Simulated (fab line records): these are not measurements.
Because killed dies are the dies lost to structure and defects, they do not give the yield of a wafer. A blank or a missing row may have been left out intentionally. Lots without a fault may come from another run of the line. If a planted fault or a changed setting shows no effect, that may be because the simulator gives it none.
Lot-split experiment    flow gf180mcu    23 wafers read from 5 lots, route of 602 steps

## SPLIT DETAILS
At GF_HV_LDD_IMPLANT_36, the setting dose cm2 was moved away from the recipe's 7.5e+12 on 10 of the 23 wafers read, by -16.2% to -11.2%. For the rest of the wafers, this setting stayed at what the recipe calls for.

## FROM THE SPLIT TO THE READING: what the file shows between them, 7 steps
- GF_HV_LDD_STRIP_37: strips in O2/N2
- GF_HV_LDD_TW_MEAS_38
- GF_HV_LDD_SOFTBAKE_42: time 60 s (also split here: time s)
- GF_HV_LDD_EXPOSE_43: exposes mask Pplus HV AREA, target cd 400 nm
- GF_HV_LDD_PEB_44
- GF_HV_LDD_CLEAN_51: cleans in SC1/SC2, time 150 s
- GF_HV_LDD_RTA_52: time 10 s

## THE READING
HV_LDD_RS (ohm/sq), read at GF_HV_LDD_RS_MEAS_53 with a four-point probe. Fault-free wafers of this fab line usually give 417.9 ohm/sq, standard deviation 0.83 ohm/sq.

wafer   tool, chamber at the split  dose cm2 as run  against the recipe  HV_LDD_RS, ohm/sq  against lot-mates on the recipe
L076.1  implanter-01, 0             7.5e+12          recipe              417.6              -
L076.5  implanter-01, 0             7.5e+12          recipe              416.4              -
L076.6  implanter-01, 0             7.5e+12          recipe              417.5              -
L078.1  implanter-04, 0             7.5e+12          recipe              417.6              -
L078.2  implanter-04, 0             7.5e+12          recipe              418.7              -
L078.4  implanter-04, 0             6.285e+12        -16.2%              420.1              +2.0
L078.5  implanter-04, 0             6.285e+12        -16.2%              421.3              +3.2
L078.6  implanter-04, 0             6.285e+12        -16.2%              421.0              +2.9
L082.1  implanter-01, 0             7.5e+12          recipe              418.5              -
L082.2  implanter-01, 0             7.5e+12          recipe              417.9              -
L082.3  implanter-01, 0             6.659e+12        -11.2%              420.4              +1.9
L082.4  implanter-01, 0             6.659e+12        -11.2%              421.6              +3.1
L082.5  implanter-01, 0             7.5e+12          recipe              419.0              -
L083.2  implanter-04, 0             7.5e+12          recipe              417.6              -
L083.3  implanter-04, 0             7.5e+12          recipe              417.4              -
L083.4  implanter-04, 0             7.5e+12          recipe              418.1              -
L083.5  implanter-04, 0             6.603e+12        -12.0%              419.6              +1.9
L083.6  implanter-04, 0             6.603e+12        -12.0%              419.7              +2.0
L084.2  implanter-02, 0             6.492e+12        -13.4%              419.4              +1.4
L084.3  implanter-02, 0             7.5e+12          recipe              417.1              -
L084.4  implanter-02, 0             6.492e+12        -13.4%              420.4              +2.4
L084.5  implanter-02, 0             6.492e+12        -13.4%              421.3              +3.3
L084.6  implanter-02, 0             7.5e+12          recipe              418.8              -

FIT RESULTS
A straight line over all 23 wafers: HV_LDD_RS changes by -0.189 ohm/sq for each +1% of dose cm2; r = -0.87; the points scatter about the line by 0.77 ohm/sq.
The same after taking each lot's own level away (the mean of its wafers on the recipe; 23 wafers): -0.175 ohm/sq for each +1%; r = -0.90; scatter 0.61 ohm/sq.
That fit puts the effect of the largest move of dose cm2 on the reading at 2.8 ohm/sq.
Measured against the standard deviation above, the lots' own levels, which go from 417.17 to 418.47 ohm/sq, span 1.6 times it.
The two slopes agree, so the slope changes little with the lot-to-lot level.
Check: +3.01 ohm/sq against its lot-mates is what the line predicts for one of the wafers moved furthest among these (-16.2%) when that wafer is left out of the fit. Against them it came out at +1.95 ohm/sq.

## THESE WAFERS: OTHER SPLITS
Before the reading, these wafers also passed through other splits. Each is held against what the fit with the lots' levels taken away leaves over:
other split on the same wafers   wafers away from the commonest value  r with HV_LDD_RS (lot level and that fit taken away)
GF_VT_IMPLANT_COAT_35 spin rpm   4                                     -0.61
GF_DUAL_GATE_SOFTBAKE_07 temp c  12                                    -0.02
GF_HV_LDD_EXPOSE_04 dose mj      8                                     -0.04
GF_HV_LDD_DEVELOP_06 dev temp c  9                                     -0.13
GF_HV_LDD_EXPOSE_16 dose mj      8                                     +0.09
GF_HV_LDD_SOFTBAKE_42 time s     8                                     +0.13

## THE WHOLE CHAIN: every reading that the file lists as answering this split, in the file's order
step                  what it does                  reading      change (the file's fit)            r (the file's)
GF_HV_LDD_TW_MEAS_38                                HV_LDD_3_TW  +1.05 for each +1% of the setting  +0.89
GF_HV_LDD_RS_MEAS_53  measures by four-point-probe  HV_LDD_RS    -0.18 for each +1% of the setting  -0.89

## THE FILE'S OWN FIT
HV_LDD_RS changes by -0.18 ohm/sq for each +1% of dose cm2, r = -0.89.
